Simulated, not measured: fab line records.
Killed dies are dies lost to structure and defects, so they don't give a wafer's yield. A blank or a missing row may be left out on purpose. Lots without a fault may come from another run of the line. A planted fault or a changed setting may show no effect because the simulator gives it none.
fab line records + flow sky130 + part 2 of 2: steps 24 to 32 of 32
record:
- lots: 5
- wafers: 15
- last_day: 50
route steps=708 shown VT_ADJUST_LVTN@109 VT_ADJUST_NCORE@119 VT_ADJUST_HVTR@131
lots that met no fault: taken from a fault-free run of the same line
start_h: the number of hours between the record's first day and the start of the first shown wafer of the lot + wait_h: hours since the lot's step before + " unchanged from the row above + L1.1+2: one row covering several wafers at once + - no value, or no start given + * or withheld: withheld + < > ~ a bound
route shown NAME@n: NAME is a module with steps in the file, n the number in the route of the first one + usual: mean/standard deviation taken from wafers without a fault + same: alike in all rows + chamber/n: place in a boat + sites: per-site readings + _std_site: the standard deviation of these + _edge_site: the outer-site mean with the inner-site mean subtracted + radius_mm: for every site, how far away it sits from the centre of the wafer + mask NAME#n: copy n + behind: the tool/chamber that last shaped the wafer + hold: reason for holding the lot/hours on hold/outcome of the hold + device: the n, p or np transistor that did not switch + end of line: the route-end tests of the same wafers + a step given without rows: its recipe and nothing more + killed: dies that structure and defects cost at the first sort, which is not the same as the wafer's yield + map: dies across one wafer; x = killed, . = not, _ = none there
set.NAME: setting as actually run; set.NAME@STEP: the setting as run at that earlier step + model.NAME: the simulator's own value behind a step, which no gauge read
lots at selected steps of the route; one table per step, one row per wafer
services: the hour from which a tool's chamber was out of use, counted from the record's first day as start_h (under 0 if before that day), plus the number of hours and why
== steps ==
step: SKY_VT_ADJUST_HVTR_HMDS_01
recipe:
- prime_time_s: 60
- prime_temp_c: 120
usual:
- chill_plate_temp_C: 23.02/0.11
| lot.wafer | tool           | chamber | start_h | wait_h | chill_plate_temp_C |
|-----------|----------------|---------|---------|--------|--------------------|
| L080.1    | litho_track-02 | 0       | 242.85  | 0.1    | 22.98              |
| L080.3    | "              | 0       | "       | "      | 23.09              |
| L080.4    | "              | 0       | "       | "      | 22.94              |
| L082.2    | litho_track-02 | 0       | 251.67  | 0.1    | 23.06              |
| L082.3    | "              | 0       | "       | "      | 22.98              |
| L082.6    | "              | 0       | "       | "      | 22.81              |
| L083.1    | litho_track-02 | 0       | 257.15  | 0.1    | 22.99              |
| L083.2    | "              | 0       | "       | "      | 22.89              |
| L083.3    | "              | 0       | "       | "      | 23.12              |
| L087.1    | litho_track-02 | 0       | 289.60  | 0.1    | 23.07              |
| L087.2    | "              | 0       | "       | "      | 22.95              |
| L087.6    | "              | 0       | "       | "      | 23.13              |
| L097.1    | litho_track-04 | 0       | 355.08  | 0.1    | 23.01              |
| L097.5    | "              | 0       | "       | "      | 23.25              |
| L097.6    | "              | 0       | "       | "      | 23.13              |
step: SKY_VT_ADJUST_HVTR_COAT_02
recipe:
- resist: NOVOLAK
- spin_rpm: 3000
- resist_thk_nm: 1140
usual:
- chill_plate_temp_C: 23.02/0.11
| lot.wafer | tool           | chamber | start_h | wait_h | chill_plate_temp_C |
|-----------|----------------|---------|---------|--------|--------------------|
| L080.1    | litho_track-02 | 0       | 243.00  | 0.1    | 23.16              |
| L080.3    | "              | 0       | "       | "      | 23.01              |
| L080.4    | "              | 0       | "       | "      | 23.05              |
| L082.2    | litho_track-02 | 0       | 251.82  | 0.1    | 23.06              |
| L082.3    | "              | 0       | "       | "      | 22.94              |
| L082.6    | "              | 0       | "       | "      | 23.11              |
| L083.1    | litho_track-02 | 0       | 257.30  | 0.1    | 23.02              |
| L083.2    | "              | 0       | "       | "      | 23.11              |
| L083.3    | "              | 0       | "       | "      | 23.08              |
| L087.1    | litho_track-02 | 0       | 289.75  | 0.1    | 23.28              |
| L087.2    | "              | 0       | "       | "      | 23.19              |
| L087.6    | "              | 0       | "       | "      | 23.23              |
| L097.1    | litho_track-04 | 0       | 355.23  | 0.1    | 23.18              |
| L097.5    | "              | 0       | "       | "      | 23.14              |
| L097.6    | "              | 0       | "       | "      | 23.02              |
step: SKY_VT_ADJUST_HVTR_SOFTBAKE_03
recipe:
- temp_c: 90
- time_s: 60
- resist: NOVOLAK
usual:
- chill_plate_temp_C: 23.02/0.1
- heater_power_total_W: 56.60/0.045
same:
- time_s: 60
| lot.wafer | tool           | chamber | start_h | wait_h | chill_plate_temp_C | heater_power_total_W |
|-----------|----------------|---------|---------|--------|--------------------|----------------------|
| L080.1    | litho_track-02 | 0       | 243.15  | 0.1    | 22.98              | 56.59                |
| L080.3    | "              | 0       | "       | "      | 23.06              | 56.60                |
| L080.4    | "              | 0       | "       | "      | 22.90              | 56.63                |
| L082.2    | litho_track-02 | 0       | 251.97  | 0.1    | 23.09              | 56.64                |
| L082.3    | "              | 0       | "       | "      | 23.04              | 56.53                |
| L082.6    | "              | 0       | "       | "      | 23.10              | 56.63                |
| L083.1    | litho_track-02 | 0       | 257.45  | 0.1    | 22.98              | 56.56                |
| L083.2    | "              | 0       | "       | "      | 22.82              | 56.69                |
| L083.3    | "              | 0       | "       | "      | 22.99              | 56.63                |
| L087.1    | litho_track-02 | 0       | 289.90  | 0.1    | 23.00              | 56.46                |
| L087.2    | "              | 0       | "       | "      | 23.01              | 56.66                |
| L087.6    | "              | 0       | "       | "      | 23.11              | 56.58                |
| L097.1    | litho_track-04 | 0       | 355.38  | 0.1    | 23.06              | 56.58                |
| L097.5    | "              | 0       | "       | "      | 23.01              | 56.54                |
| L097.6    | "              | 0       | "       | "      | 22.96              | 56.56                |
step: SKY_VT_ADJUST_HVTR_EXPOSE_04
recipe:
- mask_id: HVTRM
- target_cd_nm: 380
- na: 0.6
- source_shape: conventional
- sigma_outer: 0.6
- dose_mj: 150
usual:
- reticle_temp_C: 23.00/0.1
| lot.wafer | tool             | chamber | start_h | wait_h | mask    | reticle_temp_C |
|-----------|------------------|---------|---------|--------|---------|----------------|
| L080.1    | iline_stepper-02 | 0       | -       | -      | HVTRM#0 | 23.08          |
| L080.3    | "                | 0       | "       | "      | HVTRM#0 | 23.25          |
| L080.4    | "                | 0       | "       | "      | HVTRM#0 | 23.14          |
| L082.2    | iline_stepper-02 | 0       | -       | -      | HVTRM#0 | 23.00          |
| L082.3    | "                | 0       | "       | "      | HVTRM#0 | 23.03          |
| L082.6    | "                | 0       | "       | "      | HVTRM#0 | 23.08          |
| L083.1    | iline_stepper-02 | 0       | -       | -      | HVTRM#0 | 23.02          |
| L083.2    | "                | 0       | "       | "      | HVTRM#0 | 22.96          |
| L083.3    | "                | 0       | "       | "      | HVTRM#0 | 22.82          |
| L087.1    | iline_stepper-01 | 0       | -       | -      | HVTRM#0 | 23.03          |
| L087.2    | "                | 0       | "       | "      | HVTRM#0 | 23.02          |
| L087.6    | "                | 0       | "       | "      | HVTRM#0 | 22.93          |
| L097.1    | iline_stepper-01 | 0       | -       | -      | HVTRM#0 | 23.02          |
| L097.5    | "                | 0       | "       | "      | HVTRM#0 | 22.94          |
| L097.6    | "                | 0       | "       | "      | HVTRM#0 | 23.20          |
step: SKY_VT_ADJUST_HVTR_PEB_05
recipe:
- temp_c: withheld
- time_s: *
- resist: NOVOLAK
usual:
- chill_plate_temp_C: *
same:
- time_s: *
| lot.wafer | tool           | chamber | start_h | wait_h | chill_plate_temp_C |
|-----------|----------------|---------|---------|--------|--------------------|
| L080.1    | litho_track-04 | 0       | -       | -      | *                  |
| L080.3    | "              | 0       | "       | "      | *                  |
| L080.4    | "              | 0       | "       | "      | *                  |
| L082.2    | litho_track-03 | 0       | -       | -      | *                  |
| L082.3    | "              | 0       | "       | "      | *                  |
| L082.6    | "              | 0       | "       | "      | *                  |
| L083.1    | litho_track-04 | 0       | -       | -      | *                  |
| L083.2    | "              | 0       | "       | "      | *                  |
| L083.3    | "              | 0       | "       | "      | *                  |
| L087.1    | litho_track-03 | 0       | -       | -      | *                  |
| L087.2    | "              | 0       | "       | "      | *                  |
| L087.6    | "              | 0       | "       | "      | *                  |
| L097.1    | litho_track-03 | 0       | -       | -      | *                  |
| L097.5    | "              | 0       | "       | "      | *                  |
| L097.6    | "              | 0       | "       | "      | *                  |
step: SKY_VT_ADJUST_HVTR_DEVELOP_06
recipe:
- develop_time_s: 60
- dev_temp_c: 23
usual:
- chill_plate_temp_C: 23.04/0.11
| lot.wafer | tool           | chamber | start_h | wait_h | chill_plate_temp_C |
|-----------|----------------|---------|---------|--------|--------------------|
| L080.1    | litho_track-04 | 0       | 254.78  | 0.1    | 22.92              |
| L080.3    | "              | 0       | "       | "      | 23.03              |
| L080.4    | "              | 0       | "       | "      | 22.85              |
| L082.2    | litho_track-03 | 0       | 263.60  | 0.1    | 23.05              |
| L082.3    | "              | 0       | "       | "      | 23.21              |
| L082.6    | "              | 0       | "       | "      | 22.91              |
| L083.1    | litho_track-04 | 0       | 269.33  | 0.1    | 22.92              |
| L083.2    | "              | 0       | "       | "      | 23.09              |
| L083.3    | "              | 0       | "       | "      | 23.04              |
| L087.1    | litho_track-03 | 0       | 302.78  | 0.1    | 22.91              |
| L087.2    | "              | 0       | "       | "      | 23.10              |
| L087.6    | "              | 0       | "       | "      | 23.12              |
| L097.1    | litho_track-03 | 0       | 367.83  | 0.1    | 22.99              |
| L097.5    | "              | 0       | "       | "      | 22.92              |
| L097.6    | "              | 0       | "       | "      | 22.89              |
step: SKY_VT_ADJUST_HVTR_CD_MEAS_07
recipe:
- target_cd_nm: 380
usual:
- cd_nm: 380.3/2.2
| lot.wafer | tool      | chamber | start_h | wait_h | cd_nm |
|-----------|-----------|---------|---------|--------|-------|
| L080.1    | cd_sem-01 | -       | 254.93  | 0.1    | 379.6 |
| L080.3    | "         | -       | "       | "      | 379.5 |
| L080.4    | "         | -       | "       | "      | 379.6 |
| L082.2    | cd_sem-02 | -       | 263.75  | 0.1    | 378.2 |
| L082.3    | "         | -       | "       | "      | 378.1 |
| L082.6    | "         | -       | "       | "      | 379.0 |
| L083.1    | cd_sem-01 | -       | 269.48  | 0.1    | 379.8 |
| L083.2    | "         | -       | "       | "      | 379.9 |
| L083.3    | "         | -       | "       | "      | 381.2 |
| L087.1    | cd_sem-01 | -       | 302.93  | 0.1    | 379.6 |
| L087.2    | "         | -       | "       | "      | 381.6 |
| L087.6    | "         | -       | "       | "      | 382.4 |
| L097.1    | cd_sem-02 | -       | 368.07  | 0.2    | 378.4 |
| L097.5    | "         | -       | "       | "      | 378.6 |
| L097.6    | "         | -       | "       | "      | 377.0 |
step: SKY_VT_ADJUST_HVTR_OVL_MEAS_08
usual:
- VT_ADJUST_HVTR_OVL: 0.0/1.3
| lot.wafer | tool       | chamber | start_h | wait_h | VT_ADJUST_HVTR_OVL[nm] |
|-----------|------------|---------|---------|--------|------------------------|
| L080.1    | overlay-02 | -       | 255.05  | 0.1    | 0.7                    |
| L080.3    | "          | -       | "       | "      | 0.4                    |
| L080.4    | "          | -       | "       | "      | 0.6                    |
| L082.2    | overlay-01 | -       | 263.86  | 0.1    | 0.3                    |
| L082.3    | "          | -       | "       | "      | 0.7                    |
| L082.6    | "          | -       | "       | "      | -0.8                   |
| L083.1    | overlay-01 | -       | 269.60  | 0.1    | 0.8                    |
| L083.2    | "          | -       | "       | "      | 1.3                    |
| L083.3    | "          | -       | "       | "      | 1.5                    |
| L087.1    | overlay-02 | -       | 303.05  | 0.1    | 2.1                    |
| L087.2    | "          | -       | "       | "      | 2.7                    |
| L087.6    | "          | -       | "       | "      | 1.0                    |
| L097.1    | overlay-01 | -       | 368.19  | 0.1    | -0.7                   |
| L097.5    | "          | -       | "       | "      | -0.8                   |
| L097.6    | "          | -       | "       | "      | 0.1                    |
step: SKY_VT_ADJUST_HVTR_IMPLANT_09
recipe:
- species: B
- energy_kev: 10
- dose_cm2: 2.1e+12
- tilt_deg: withheld
usual:
- beam_on_s: 10.03/0.21
| lot.wafer | tool         | chamber | start_h | wait_h | beam_on_s |
|-----------|--------------|---------|---------|--------|-----------|
| L080.1    | implanter-03 | 0       | 255.09  | 0.0    | 10.06     |
| L080.3    | "            | 0       | "       | "      | 10.11     |
| L080.4    | "            | 0       | "       | "      | 10.10     |
| L082.2    | implanter-04 | 0       | 263.91  | 0.0    | 10.39     |
| L082.3    | "            | 0       | "       | "      | 9.94      |
| L082.6    | "            | 0       | "       | "      | 9.60      |
| L083.1    | implanter-02 | 0       | 269.64  | 0.0    | 9.58      |
| L083.2    | "            | 0       | "       | "      | 10.31     |
| L083.3    | "            | 0       | "       | "      | 10.39     |
| L087.1    | implanter-03 | 0       | 303.09  | 0.0    | 10.05     |
| L087.2    | "            | 0       | "       | "      | 10.09     |
| L087.6    | "            | 0       | "       | "      | 10.02     |
| L097.1    | implanter-04 | 0       | 368.22  | 0.0    | 10.03     |
| L097.5    | "            | 0       | "       | "      | 9.93      |
| L097.6    | "            | 0       | "       | "      | 10.04     |
== services ==
| tool             | chamber | start_h | hours | kind                    |
|------------------|---------|---------|-------|-------------------------|
| iline_stepper-02 | -       | 189.47  | 4.4   | pm                      |
| iline_stepper-01 | -       | 195.85  | 1.7   | pm                      |
| plasma_asher-04  | -       | 199.23  | 2.8   | pm                      |
| implanter-01     | -       | 203.65  | 2.6   | pm                      |
| iline_stepper-02 | 0       | 203.99  | -     | calibration             |
| iline_stepper-01 | 0       | 208.90  | -     | calibration             |
| iline_stepper-02 | -       | 211.31  | 1.7   | pm                      |
| implanter-01     | -       | 216.85  | 3.8   | repair                  |
| plasma_asher-04  | -       | 222.98  | 4.3   | repair                  |
| implanter-02     | -       | 227.10  | 3.5   | repair                  |
| plasma_asher-02  | -       | 256.64  | 1.3   | repair                  |
| implanter-01     | -       | 272.43  | 4.9   | pm                      |
| plasma_asher-03  | -       | 274.08  | 5.1   | repair                  |
| plasma_asher-03  | -       | 276.39  | 3.1   | repair                  |
| implanter-03     | -       | 285.46  | 0.6   | repair                  |
| iline_stepper-01 | -       | 297.69  | 2.1   | pm                      |
| iline_stepper-01 | -       | 299.78  | -     | consumable_replace:lamp |
| iline_stepper-01 | -       | 303.44  | 2.0   | repair                  |
| implanter-02     | -       | 319.22  | 3.0   | pm                      |
| implanter-04     | -       | 330.70  | 7.3   | repair                  |
| implanter-01     | -       | 346.55  | 9.8   | repair                  |
| implanter-04     | -       | 354.33  | 3.0   | pm                      |
| implanter-02     | -       | 358.06  | 1.7   | repair                  |
| implanter-04     | -       | 360.62  | 4.7   | pm                      |
